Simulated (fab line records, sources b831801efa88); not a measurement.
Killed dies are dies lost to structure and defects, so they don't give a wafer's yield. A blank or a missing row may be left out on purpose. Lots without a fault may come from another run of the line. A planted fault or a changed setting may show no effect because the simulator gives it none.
Problem report in the 8D (eight disciplines) form, filled by code | flow sky130 | the parts of the form that need people (team, actions taken, sign-off) are left out

1. THE PROBLEM
LDD_P_TW at SKY_LDD_P_TW_MEAS_11 reads a mean of 30 on 6 wafers of 2 lots; wafers without a fault read 634 with a standard deviation of 6.3. That is -96 standard deviations from the usual mean.
First seen on wafer L434.1, day 25 05:16, on film_metro-04. The record holds 42 wafers of 14 lots with a number at this step. Rule for "out", or "out of limits": more than 4 standard deviations from the usual mean. The other wafers with a number count as sound.

2. WHAT IT IS AND WHAT IT IS NOT
question                    | is                           | is not
which readings at this step | LDD_P_TW                     | -
which lots                  | L434, L435                   | L420, L421, L423, L425, L426, L427, L437, L438, L439, L440, L441, L442
which wafers of those lots  | all that have a number       | -
read on which gauges        | film_metro-01, film_metro-04 | film_metro-02
when                        | from day 25 05:16            | up to then (18 sound wafers); but 18 sound wafers of L437, L438, L439, L440, L441, L442 came after

3. SUSPECTS, AND WHAT RULES EACH OUT
Counting: a tool at a process step up to the reading stays a suspect if it ran every lot that is out and no sound lot after the first of them.
- the gauge at SKY_LDD_P_TW_MEAS_11: ruled out. The wafers that are out were read on 2 gauges (film_metro-01, film_metro-04).
- plasma_asher-04 at SKY_LDD_N_STRIP_16 (strips in O2/N2): ruled out as a lasting fault. Sound lots L438, L439, L441, L442 ran on it after its first lot that is out, L434 (day 23 23:16).
Left after counting: nothing in the record.

4. THE CAUSE (what the simulator had put in)
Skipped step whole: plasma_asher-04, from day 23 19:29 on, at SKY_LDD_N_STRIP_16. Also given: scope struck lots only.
Counting ruled it out, wrongly: the rule takes a fault to strike every lot that its tool runs from its start on, and this one did not.

5. THE CHAIN OF EFFECTS, in route order
Each row: a reading whose mean over the struck wafers that have a number lies more than 3 standard deviations from the usual. Only readings for which the record gives a usual standard deviation are gone through. hours: the time from each lot's start at the first step in this table that gives one to its start at this step, as a median over the lots. sigmas: the change in usual standard deviations.
hours | step                 | reading                  | usual   | on struck wafers | change | sigmas
0     | SKY_LDD_P_STRIP_10   | strip_time_to_endpoint_s | 14.01 s | 18.59            | +4.58  | +92
0     | SKY_LDD_P_TW_MEAS_11 | LDD_P_TW                 | 634     | 30               | -604   | -96
The process steps in it:
- SKY_LDD_P_STRIP_10: strips in O2/N2.
Readings that are blank on the struck wafers while sound wafers have them: chamber_pressure_mTorr at SKY_LDD_N_STRIP_16; drypump_motor_current_A at SKY_LDD_N_STRIP_16; oes_product_au at SKY_LDD_N_STRIP_16; strip_time_to_endpoint_s at SKY_LDD_N_STRIP_16.

6. WHAT WOULD HAVE CAUGHT IT SOONER
In this record the first reading out of limits at a measuring or inspecting step was taken at day 25 05:16, 34 hours after the fault began at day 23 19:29.
At SKY_LDD_N_STRIP_16 the tool's readings are blank on the struck wafers, where sound wafers have them: an empty tool record is the first sign, and it was there at once.
